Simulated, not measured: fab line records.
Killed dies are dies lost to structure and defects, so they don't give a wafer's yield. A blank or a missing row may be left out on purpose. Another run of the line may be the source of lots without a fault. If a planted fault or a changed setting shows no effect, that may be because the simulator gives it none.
fab line records	flow sfq_line
record lots=7	wafers=19	last_day=95
route steps=325 shown I0@47 M1@58 I1@73 M2@88 M8@325
lots that met no fault: taken from a fault-free run of the same line
start_h: hours from the record's opening day to when the first of the lot's shown wafers began	wait_h: hours from the lot's prior step to this one	" the same as in the row above	L1.1+2: several wafers, shown together as one row	- no value, or no start was given	* or withheld: withheld	< > ~ a bound
route shown NAME@n: NAME is a module with steps in the file, n the number in the route of the first one	usual: mean/standard deviation taken from wafers without a fault	same: alike in all rows	chamber/n: place in a boat	sites: readings site by site	_std_site: the values' standard deviation	_edge_site: the outer-site mean with the inner-site mean subtracted	radius_mm: how far each site lies from the wafer's centre	mask NAME#n: copy n	behind: the most recent tool/chamber to have shaped the wafer	hold: reason for holding the lot/hours on hold/outcome of the hold	device: which transistor (n, p or np) failed to switch	end of line: tests of these same wafers at the route's end	a step given without rows: its recipe and nothing more	killed: dies lost to structure and defects at the first sort, not the wafer's yield	map: the dies of a wafer, with x for killed, . for not killed, _ for no die there
set.NAME: the run value of the setting; set.NAME@STEP: its run value at that earlier step	model.NAME: the simulator's own value behind a step, which no gauge read
lots seen at some steps along the route; tables by step, rows by wafer
services: from which hour (start_h, from the record's first day; less than 0 if before it) a tool's chamber was out of use, for how many hours, and why
## steps
# step SFQ_TRILAYER_I0_VIA_LITHO_COAT_036
# recipe resist=BARC	spin_rpm=3000	resist_thk_nm=62
# step SFQ_TRILAYER_I0_VIA_LITHO_COAT_031
# recipe resist=KrF	spin_rpm=3000	resist_thk_nm=650
# step SFQ_TRILAYER_I0_VIA_LITHO_SOFTBAKE_035
# recipe temp_c=withheld	time_s=withheld	resist=KrF
# step SFQ_TRILAYER_I0_VIA_LITHO_EXPOSE_032
# recipe mask_id=I0	na=0.6	source_shape=conventional	sigma_outer=0.65	target_cd_nm=500	dose_mj=21.3
# step SFQ_TRILAYER_I0_VIA_LITHO_PEB_034
# recipe peb_temp_c=115	peb_time_s=60	resist=KrF
# step SFQ_TRILAYER_I0_VIA_LITHO_DEVELOP_033
# recipe time_s=60	resist=KrF
# step SFQ_I0_OVL_MEAS_908
# usual I0_OVL=0/5
lot.wafer	tool	chamber	start_h	wait_h	I0_OVL[nm]
L981.1	overlay-02	-	496.37	0.1	2
L981.3	"	-	"	"	1
L981.4	"	-	"	"	5
L982.1	overlay-01	-	511.97	0.1	8
L982.4	"	-	"	"	8
L982.5	"	-	"	"	6
L987.1	overlay-01	-	564.82	0.1	2
L987.6	"	-	"	"	-3
L989.3	overlay-02	-	579.92	0.1	3
L989.4	"	-	"	"	6
L989.5	"	-	"	"	9
L991.1	overlay-02	-	590.71	0.1	-2
L991.5	"	-	"	"	-3
L994.1	overlay-02	-	626.71	0.1	-18
L994.5	"	-	"	"	-4
L994.6	"	-	"	"	-12
L996.1	overlay-02	-	650.83	0.1	2
L996.3	"	-	"	"	0
L996.6	"	-	"	"	2
# step SFQ_TRILAYER_I0_VIA_BARC_OPEN_VIA_ETCH_046
# recipe mask_material=PR	chemistry=O2	target_depth_nm=125	target=BARC	source_w=500	bias_w=80	pressure_mtorr=30	time_s=41.7
# step SFQ_TRILAYER_I0_VIA_ETCH_VIA_ETCH_034
# recipe target=SiO2	stop_on=Nb	mask_material=PR	taper_deg=20	chemistry=CHF3	target_depth_nm=260	source_w=500	bias_w=80	pressure_mtorr=30	time_s=withheld
# usual drypump_motor_current_A=5.5/0.37	oes_product_au=0.855/0.0055	rf_fwd_power_W=498.0/1.6
lot.wafer	tool	chamber	start_h	wait_h	drypump_motor_current_A	oes_product_au	rf_fwd_power_W
L981.1	rie_diel-04	1	496.44	0.0	5.9	0.846	496.7
L981.3	"	0	"	"	5.0	0.852	498.1
L981.4	"	2	"	"	4.9	0.851	497.2
L982.1	rie_diel-04	2	512.04	0.0	4.9	0.855	500.0
L982.4	"	0	"	"	5.0	0.849	499.1
L982.5	"	1	"	"	5.8	0.855	501.0
L987.1	rie_diel-04	3	564.89	0.0	5.4	0.852	499.5
L987.6	"	0	"	"	5.0	0.855	497.9
L989.3	rie_diel-04	0	579.99	0.0	5.0	0.856	498.6
L989.4	"	2	"	"	4.9	0.857	498.8
L989.5	"	2	"	"	4.9	0.858	499.6
L991.1	rie_diel-04	2	590.79	0.0	4.9	0.854	496.8
L991.5	"	2	"	"	4.9	0.855	496.9
L994.1	rie_diel-03	3	626.79	0.0	5.3	0.863	497.2
L994.5	"	1	"	"	5.6	0.854	499.8
L994.6	"	0	"	"	5.6	0.851	494.0
L996.1	rie_diel-01	1	650.91	0.0	5.4	0.844	501.2
L996.3	"	3	"	"	5.6	0.850	497.1
L996.6	"	1	"	"	5.4	0.861	498.6
# step SFQ_TRILAYER_I0_VIA_STRIP_STRIP_035
# recipe gas=O2	power_w=200	platen_temp_c=40	overash_fraction=0.65	chemistry=O2	pressure_mtorr=50
# step SFQ_TRILAYER_I0_VIA_STRIP_SOLV_CLEAN_036
# recipe chemistry=NMP	temp_c=70	time_s=600
# step SFQ_TRILAYER_M1_DEP_PRE_CLEAN_038
# recipe gas=Ar	time_s=22.5	bias_v=250
# step SFQ_TRILAYER_M1_DEP_SPUTTER_037
# recipe material=Nb	base_pressure_pa=1.33e-06	chamber_pressure_pa=0.1333	substrate_temp_c=20	resputter_cathode_voltage_v=400	target_thk_nm=200	power_w=2000	time_s=133.3
# usual cathode_dc_power_W=2000.0/0.4	throttle_valve_pct=30.3/1
lot.wafer	tool	chamber	start_h	wait_h	cathode_dc_power_W	throttle_valve_pct	model.Nb_of_TRILAYER_M1_DEP_SPUTTER_037.thk_nm
L981.1	pvd_sputter-04	-	497.36	0.0	2000.1	29.8	202.8
L981.3	"	-	"	"	1999.3	29.3	201.6
L981.4	"	-	"	"	2000.0	29.3	199.7
L982.1	pvd_sputter-03	-	512.96	0.0	2000.2	30.1	197.4
L982.4	"	-	"	"	1999.9	29.9	198.3
L982.5	"	-	"	"	2000.3	31.2	198.8
L987.1	pvd_sputter-03	-	565.81	0.0	1999.9	29.9	198.2
L987.6	"	-	"	"	1999.7	30.2	144.8
L989.3	pvd_sputter-03	-	580.90	0.0	1999.8	29.7	199.9
L989.4	"	-	"	"	2000.5	31.0	201.5
L989.5	"	-	"	"	2000.8	30.9	148.5
L991.1	pvd_sputter-03	-	591.70	0.0	2000.0	29.9	195.4
L991.5	"	-	"	"	2000.7	31.3	141.3
L994.1	pvd_sputter-05	-	627.70	0.0	1999.2	31.4	201.6
L994.5	"	-	"	"	2000.4	28.0	200.3
L994.6	"	-	"	"	2000.2	31.5	200.2
L996.1	pvd_sputter-05	-	651.83	0.0	1999.4	31.3	197.4
L996.3	"	-	"	"	1999.5	27.9	197.6
L996.6	"	-	"	"	2000.0	31.4	196
# step SFQ_M1_RS_MEAS_909
# recipe thk_meas_gauge=four-point-probe	reads=Nb_of_TRILAYER_M1_DEP_SPUTTER_037
# usual M1_NB_RS=0.893/0.01
lot.wafer	tool	chamber	start_h	wait_h	M1_NB_RS[ohm/sq]
L981.1	film_metro-03	-	497.45	0.0	0.877
L981.3	"	-	"	"	0.881
L981.4	"	-	"	"	0.888
L982.1	film_metro-03	-	513.05	0.0	0.902
L982.4	"	-	"	"	0.899
L982.5	"	-	"	"	0.895
L987.1	film_metro-02	-	565.90	0.0	0.897
L987.6	"	-	"	"	1.234
L989.3	film_metro-03	-	581.03	0.1	0.891
L989.4	"	-	"	"	0.882
L989.5	"	-	"	"	1.201
L991.1	film_metro-04	-	591.79	0.0	0.912
L991.5	"	-	"	"	1.263
L994.1	film_metro-04	-	627.79	0.0	0.885
L994.5	"	-	"	"	0.888
L994.6	"	-	"	"	0.890
L996.1	film_metro-04	-	651.92	0.0	0.901
L996.3	"	-	"	"	0.903
L996.6	"	-	"	"	0.909
# step SFQ_TRILAYER_M1_LITHO_COAT_044
# recipe resist=BARC	spin_rpm=3000	resist_thk_nm=62
# step SFQ_TRILAYER_M1_LITHO_COAT_039
# recipe resist=KrF	spin_rpm=3000	resist_thk_nm=600
# step SFQ_TRILAYER_M1_LITHO_SOFTBAKE_043
# recipe temp_c=withheld	time_s=withheld	resist=KrF
# step SFQ_TRILAYER_M1_LITHO_EXPOSE_040
# recipe mask_id=M1	na=0.6	source_shape=conventional	sigma_outer=0.65	target_cd_nm=500	dose_mj=14.4
# step SFQ_TRILAYER_M1_LITHO_PEB_042
# recipe peb_temp_c=115	peb_time_s=60	resist=KrF
# step SFQ_TRILAYER_M1_LITHO_DEVELOP_041
# recipe time_s=60	resist=KrF
# step SFQ_M1_OVL_MEAS_911
# usual M1_OVL=2/6.7
lot.wafer	tool	chamber	start_h	wait_h	M1_OVL[nm]
L981.1	overlay-01	-	654.43	0.1	-1
L981.3	"	-	"	"	0
L981.4	"	-	"	"	0
L982.1	overlay-02	-	673.63	0.1	6
L982.4	"	-	"	"	8
L982.5	"	-	"	"	8
L987.1	overlay-02	-	722.18	0.1	-5
L987.6	"	-	"	"	1
L989.3	overlay-01	-	740.08	0.1	-4
L989.4	"	-	"	"	-5
L989.5	"	-	"	"	-4
L991.1	overlay-01	-	753.62	0.1	3
L991.5	"	-	"	"	-4
L994.1	overlay-02	-	783.85	0.1	2
L994.5	"	-	"	"	2
L994.6	"	-	"	"	-3
L996.1	overlay-02	-	805.45	0.1	1
L996.3	"	-	"	"	2
L996.6	"	-	"	"	6
# step SFQ_TRILAYER_M1_BARC_OPEN_METAL_ETCH_054
# recipe mask_material=PR	chemistry=O2	target_depth_nm=125	target=BARC	icp_w=600	bias_w=80	pressure_mtorr=10	time_s=41.7
# step SFQ_TRILAYER_M1_ETCH_METAL_ETCH_042
# recipe target=Nb	stop_on=SiO2	mask_material=PR	chemistry=Cl2/Ar	target_depth_nm=240	icp_w=600	bias_w=80	pressure_mtorr=10	time_s=120
# usual drypump_motor_current_A=5.6/0.36	he_backside_leak_sccm=3.5/0.37	oes_product_au=0.892/0.0073	rf_fwd_power_W=597.2/2
lot.wafer	tool	chamber	start_h	wait_h	drypump_motor_current_A	he_backside_leak_sccm	oes_product_au	rf_fwd_power_W	rf_hours_counter_h
L981.1	rie_metal-02	1	654.53	0.0	6.4	3.3	0.905	598.2	38
L981.3	"	1	"	"	6.4	3.3	0.897	596.0	-
L981.4	"	0	"	"	5.3	3.3	0.889	597.2	-
L982.1	rie_metal-02	1	673.73	0.0	6.4	3.2	0.884	595.8	40
L982.4	"	1	"	"	6.4	3.0	0.879	597.7	-
L982.5	"	0	"	"	5.3	3.4	0.900	599.6	-
L987.1	rie_metal-03	1	722.28	0.0	5.8	3.1	0.888	594.7	45
L987.6	"	0	"	"	5.5	3.1	0.750	597.9	-
L989.3	rie_metal-01	1	740.20	0.1	5.4	3.6	0.890	597.2	-
L989.4	"	0	"	"	5.4	3.7	0.895	599.3	-
L989.5	"	1	"	"	5.4	3.6	0.764	599.2	-
L991.1	rie_metal-01	1	753.72	0.0	5.4	3.6	0.886	597.5	25
L991.5	"	1	"	"	5.3	3.5	0.741	599.0	-
L994.1	rie_metal-01	1	783.95	0.0	5.4	3.4	0.896	599.0	29
L994.5	"	0	"	"	5.4	3.9	0.893	593.3	-
L994.6	"	1	"	"	5.4	3.3	0.898	598.4	-
L996.1	rie_metal-03	0	805.55	0.0	5.5	3.3	0.881	597.6	82
L996.3	"	0	"	"	5.5	3.5	0.895	597.8	-
L996.6	"	1	"	"	5.8	3.2	0.884	591.4	-
# step SFQ_TRILAYER_M1_STRIP_STRIP_043
# recipe gas=O2	power_w=200	platen_temp_c=40	overash_fraction=0.65	chemistry=O2	pressure_mtorr=50
# usual drypump_motor_current_A=5.6/0.36	he_backside_leak_sccm=3.48/0.3	oes_product_au=1.003/0.01
lot.wafer	tool	chamber	start_h	wait_h	drypump_motor_current_A	he_backside_leak_sccm	oes_product_au	rf_hours_counter_h
L981.1	rie_metal-02	1	654.66	0.1	6.5	3.03	1.007	38
L981.3	"	1	"	"	6.5	3.11	1.000	-
L981.4	"	0	"	"	5.3	3.45	0.987	-
L982.1	rie_metal-02	1	673.86	0.1	6.5	3.23	1.000	40
L982.4	"	1	"	"	6.4	3.11	0.986	-
L982.5	"	0	"	"	5.3	3.44	1.002	-
L987.1	rie_metal-03	1	722.40	0.1	5.8	3.32	1.023	45
L987.6	"	0	"	"	5.5	3.40	0.997	-
L989.3	rie_metal-01	1	740.49	0.2	5.4	3.51	1.007	-
L989.4	"	0	"	"	5.3	3.50	1.005	-
L989.5	"	1	"	"	5.4	3.64	1.011	-
L991.1	rie_metal-01	1	753.85	0.1	5.4	3.96	1.009	25
L991.5	"	1	"	"	5.4	3.82	1.016	-
L994.1	rie_metal-01	1	784.07	0.1	5.4	3.78	0.995	29
L994.5	"	0	"	"	5.4	4.08	0.998	-
L994.6	"	1	"	"	5.4	3.45	1.006	-
L996.1	rie_metal-03	0	805.67	0.1	5.5	3.25	1.001	82
L996.3	"	0	"	"	5.5	3.42	1.000	-
L996.6	"	1	"	"	5.8	3.26	1.015	-
# step SFQ_TRILAYER_M1_STRIP_SOLV_CLEAN_044
# recipe chemistry=NMP	temp_c=70	time_s=600
# step SFQ_TRILAYER_I1_DEP_PECVD_045
# recipe material=SiO2	temp_c=150	time_s=111.11	pressure_torr=2.4	rf_w=183.3	precursor=SiH4/N2O	target_thk_nm=500
# step SFQ_TRILAYER_I1_CMP_CMP_046
# recipe material=SiO2	down_force_psi=3	platen_rpm=60	pad_velocity_m_s=0.94248
# step SFQ_I1_BOW_MEAS_912
# recipe mode=bow
# usual I1_BOW=1/6.9
lot.wafer	tool	chamber	start_h	wait_h	I1_BOW[um]
L981.1	film_metro-01	-	658.58	2.5	0
L981.3	"	-	"	"	6
L981.4	"	-	"	"	3
L982.1	film_metro-02	-	677.72	2.0	10
L982.4	"	-	"	"	7
L982.5	"	-	"	"	-4
L987.1	film_metro-03	-	726.90	1.0	6
L987.6	"	-	"	"	-6
L989.3	film_metro-01	-	744.18	2.5	9
L989.4	"	-	"	"	-2
L989.5	"	-	"	"	3
L991.1	film_metro-01	-	758.30	1.5	-3
L991.5	"	-	"	"	-6
L994.1	film_metro-01	-	788.52	1.5	2
L994.5	"	-	"	"	4
L994.6	"	-	"	"	2
L996.1	film_metro-03	-	812.52	1.5	10
L996.3	"	-	"	"	10
L996.6	"	-	"	"	-3
# step SFQ_TRILAYER_I1_METRO_MEASURE_047
# step SFQ_TRILAYER_I1_VIA_LITHO_COAT_054
# recipe resist=BARC	spin_rpm=3000	resist_thk_nm=62
# step SFQ_TRILAYER_I1_VIA_LITHO_COAT_049
# recipe resist=KrF	spin_rpm=3000	resist_thk_nm=650
# step SFQ_TRILAYER_I1_VIA_LITHO_SOFTBAKE_053
# recipe temp_c=withheld	time_s=withheld	resist=KrF
# step SFQ_TRILAYER_I1_VIA_LITHO_EXPOSE_050
# recipe mask_id=I1	na=0.6	source_shape=conventional	sigma_outer=0.65	target_cd_nm=500	dose_mj=21.3
# step SFQ_TRILAYER_I1_VIA_LITHO_PEB_052
# recipe peb_temp_c=115	peb_time_s=60	resist=KrF
# step SFQ_TRILAYER_I1_VIA_LITHO_DEVELOP_051
# recipe time_s=60	resist=KrF
# step SFQ_I1_OVL_MEAS_913
# usual I1_OVL=1/4.8
lot.wafer	tool	chamber	start_h	wait_h	I1_OVL[nm]
L981.1	overlay-01	-	702.23	0.1	3
L981.3	"	-	"	"	1
L981.4	"	-	"	"	3
L982.1	overlay-01	-	703.43	0.1	8
L982.4	"	-	"	"	7
L982.5	"	-	"	"	2
L987.1	overlay-02	-	730.47	0.1	7
L987.6	"	-	"	"	2
L989.3	overlay-01	-	748.84	0.1	-6
L989.4	"	-	"	"	2
L989.5	"	-	"	"	-1
L991.1	overlay-01	-	778.05	0.1	-7
L991.5	"	-	"	"	-3
L994.1	overlay-01	-	792.09	0.1	1
L994.5	"	-	"	"	1
L994.6	"	-	"	"	3
L996.1	overlay-01	-	820.79	0.1	0
L996.3	"	-	"	"	1
L996.6	"	-	"	"	-3
# step SFQ_TRILAYER_I1_VIA_BARC_OPEN_VIA_ETCH_071
# recipe mask_material=PR	chemistry=O2	target_depth_nm=125	target=BARC	source_w=500	bias_w=80	pressure_mtorr=30	time_s=41.7
# usual drypump_motor_current_A=5.2/0.35	oes_product_au=0.686/0.0049	rf_fwd_power_W=494.4/1.8
lot.wafer	tool	chamber	start_h	wait_h	drypump_motor_current_A	oes_product_au	rf_fwd_power_W	rf_hours_counter_h
L981.1	rie_diel-02	2	702.27	0.0	5.0	0.686	492.6	1
L981.3	"	1	"	"	4.8	0.689	492.9	6
L981.4	"	0	"	"	5.6	0.691	496.1	2
L982.1	rie_diel-04	2	703.47	0.0	4.9	0.687	496.0	9
L982.4	"	0	"	"	5.0	0.690	492.9	0
L982.5	"	0	"	"	5.0	0.679	493.2	-
L987.1	rie_diel-02	2	730.50	0.0	5.0	0.683	494.4	2
L987.6	"	1	"	"	4.8	0.674	494.1	-
L989.3	rie_diel-02	2	748.86	0.0	5.0	0.687	495.4	2
L989.4	"	3	"	"	4.9	0.685	493.7	9
L989.5	"	2	"	"	5.0	0.685	496.4	-
L991.1	rie_diel-04	3	778.08	0.0	5.4	0.686	495.9	19
L991.5	"	1	"	"	5.9	0.689	495.0	-
L994.1	rie_diel-04	2	792.13	0.0	4.9	0.681	494.8	11
L994.5	"	0	"	"	5.0	0.691	492.0	-
L994.6	"	1	"	"	5.9	0.701	493.7	-
L996.1	rie_diel-02	0	820.82	0.0	5.6	0.686	494.3	3
L996.3	"	1	"	"	4.9	0.685	495.8	8
L996.6	"	2	"	"	5.0	0.686	493.2	-
# step SFQ_TRILAYER_I1_VIA_ETCH_VIA_ETCH_052
# recipe target=SiO2	stop_on=Nb	mask_material=PR	taper_deg=20	chemistry=CHF3	target_depth_nm=260	source_w=500	bias_w=80	pressure_mtorr=30	time_s=withheld
# usual drypump_motor_current_A=5.2/0.35	oes_product_au=0.855/0.0052	rf_fwd_power_W=498.0/1.5
lot.wafer	tool	chamber	start_h	wait_h	drypump_motor_current_A	oes_product_au	rf_fwd_power_W
L981.1	rie_diel-02	2	702.31	0.0	5.0	0.856	496.8
L981.3	"	1	"	"	4.9	0.855	498.9
L981.4	"	0	"	"	5.5	0.843	496.9
L982.1	rie_diel-04	2	703.51	0.0	4.9	0.857	494.0
L982.4	"	0	"	"	5.0	0.854	498.3
L982.5	"	0	"	"	5.0	0.848	499.7
L987.1	rie_diel-02	2	730.54	0.0	5.0	0.842	497.1
L987.6	"	1	"	"	4.9	0.852	499.1
L989.3	rie_diel-02	2	748.90	0.0	5.0	0.859	497.2
L989.4	"	3	"	"	4.9	0.863	496.9
L989.5	"	2	"	"	5.0	0.858	496.4
L991.1	rie_diel-04	3	778.12	0.0	5.5	0.856	497.9
L991.5	"	1	"	"	5.8	0.855	497.6
L994.1	rie_diel-04	2	792.17	0.0	4.9	0.860	500.6
L994.5	"	0	"	"	5.0	0.853	497.2
L994.6	"	1	"	"	5.9	0.848	498.3
L996.1	rie_diel-02	0	820.86	0.0	5.6	0.849	498.0
L996.3	"	1	"	"	4.9	0.862	498.9
L996.6	"	2	"	"	5.0	0.846	499.6
# step SFQ_TRILAYER_I1_VIA_STRIP_STRIP_053
# recipe gas=O2	power_w=200	platen_temp_c=40	overash_fraction=0.65	chemistry=O2	pressure_mtorr=50
# usual drypump_motor_current_A=5.5/0.44	he_backside_leak_sccm=3.5/0.33	oes_product_au=1.003/0.0081
lot.wafer	tool	chamber	start_h	wait_h	drypump_motor_current_A	he_backside_leak_sccm	oes_product_au	rf_hours_counter_h
L981.1	rie_metal-01	0	702.42	-	5.4	3.8	1.014	94
L981.3	"	0	"	"	5.3	3.6	1.004	-
L981.4	"	1	"	"	5.4	3.4	1.008	-
L982.1	rie_metal-02	1	703.62	-	6.4	3.0	0.997	44
L982.4	"	0	"	"	5.3	3.6	1.004	-
L982.5	"	0	"	"	5.3	3.7	1.002	-
L987.1	rie_metal-04	0	730.66	-	5.3	3.5	1.013	36
L987.6	"	0	"	"	5.3	3.4	1.002	-
L989.3	rie_metal-02	1	749.21	-	6.4	3.2	1.016	-
L989.4	"	0	"	"	5.3	3.6	1.000	-
L989.5	"	0	"	"	5.3	3.4	1.006	-
L991.1	rie_metal-01	0	778.23	-	5.4	3.7	1.002	104
L991.5	"	0	"	"	5.4	3.7	1.002	-
L994.1	rie_metal-01	1	792.28	-	5.4	3.8	1.004	30
L994.5	"	1	"	"	5.4	3.5	1.007	-
L994.6	"	0	"	"	5.4	3.5	1.007	-
L996.1	rie_metal-04	1	820.98	-	5.2	3.6	1.008	64
L996.3	"	1	"	"	5.2	3.3	1.008	-
L996.6	"	0	"	"	5.3	3.5	1.009	-
# step SFQ_TRILAYER_I1_VIA_STRIP_SOLV_CLEAN_054
# recipe chemistry=NMP	temp_c=70	time_s=600
# step SFQ_TRILAYER_M2_DEP_PRE_CLEAN_056
# recipe gas=Ar	time_s=22.5	bias_v=250
# step SFQ_M8_BOW_MEAS_951
# recipe mode=bow
# usual M8_BOW=8/9.7
lot.wafer	tool	chamber	start_h	wait_h	M8_BOW[um]	model.etest.m1.ohm_um	model.etest.i0.link_ohm	model.etest.m1.ohm_sq	model.etest.i1.link_ohm
L981.1	film_metro-04	-	1970.88	0.0	8	1.766	1.956	0.8775	1.954
L981.3	"	-	"	"	15	1.773	1.954	0.8827	1.959
L981.4	"	-	"	"	12	1.79	1.978	0.891	1.972
L982.1	film_metro-04	-	1972.25	0.0	26	1.809	1.986	0.9017	1.976
L982.4	"	-	"	"	22	1.802	1.985	0.8976	1.973
L982.5	"	-	"	"	12	1.785	1.976	0.8951	1.97
L987.1	film_metro-02	-	2168.54	0.0	8	1.783	1.971	0.8981	1.957
L987.6	"	-	"	"	-3	2.461	2.376	1.229	2.295
L989.3	film_metro-04	-	2175.54	0.0	44	1.773	1.957	0.89	1.937
L989.4	"	-	"	"	32	1.757	1.939	0.8831	1.929
L989.5	"	-	"	"	39	2.389	2.317	1.198	2.239
L991.1	film_metro-01	-	2180.08	0.0	8	-	-	-	-
L991.5	"	-	"	"	6	-	-	-	-
L994.1	film_metro-01	-	2258.84	0.0	10	1.775	1.963	0.8828	1.97
L994.5	"	-	"	"	11	1.779	1.956	0.8883	1.962
L994.6	"	-	"	"	11	1.782	1.962	0.889	1.973
L996.1	film_metro-01	-	2270.97	0.0	13	1.822	1.984	0.9017	1.965
L996.3	"	-	"	"	13	1.815	1.99	0.9007	1.963
L996.6	"	-	"	"	1	1.81	1.989	0.908	1.982
## services
tool	chamber	start_h	hours	kind
rie_metal-03	-	498.99	4.9	repair
rie_diel-04	-	509.04	0.7	repair
rie_diel-02	3	522.95	14.5	repair
pvd_sputter-03	-	523.77	3.4	repair
rie_diel-04	0	542.01	8.0	repair
rie_diel-02	-	567.88	1.1	repair
rie_metal-03	-	578.56	1.0	repair
rie_diel-04	0	581.37	5.1	repair
rie_diel-02	1	598.31	5.2	repair
rie_metal-03	0	599.35	48.2	repair
pvd_sputter-05	-	603.18	3.4	repair
pvd_sputter-03	-	617.97	2.3	repair
rie_metal-03	1	627.63	16.1	repair
rie_metal-02	-	633.73	0.5	repair
rie_metal-03	-	646.13	28.1	pm
rie_metal-03	-	674.23	2.8	pm
rie_metal-03	1	685.24	2.5	repair
pvd_sputter-03	-	722.58	3.1	repair
rie_diel-02	0	727.09	8.0	repair
rie_metal-02	-	746.79	0.6	repair
rie_metal-03	-	751.85	15.6	pm
rie_metal-02	0	775.72	5.6	repair
rie_diel-04	2	778.88	3.1	repair
rie_diel-02	2	785.31	1.4	repair
## key
first_sign step=SFQ_M1_RS_MEAS_909	reading=M1_NB_RS	direction=up	sigmas=33	usual=0.893	struck=1.233
effect step=SFQ_TRILAYER_M1_ETCH_METAL_ETCH_042	reading=oes_product_au	direction=down	sigmas=19	usual=0.892	struck=0.752
model_effect step=SFQ_TRILAYER_M1_DEP_SPUTTER_037	value=Nb_of_TRILAYER_M1_DEP_SPUTTER_037.thk_nm	without=197.6	struck=144.9
model_effect step=SFQ_M8_BOW_MEAS_951	value=etest.m1.ohm_um	without=1.783	struck=2.425
met_at SFQ_TRILAYER_M1_DEP_SPUTTER_037
struck_wafers L987.6,L989.5,L991.5
onset_between 512.96 565.81
fault kind=process_parameter_drift	tool=pvd_sputter-03	chamber=-	onset_h=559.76	steps=SFQ_TRILAYER_M1_DEP_SPUTTER_037	channel=target_thk_nm	offset=-52.76	shape=step	end_h=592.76	scope=struck_wafers_only	acts_in=these_recipes_only	stated=200
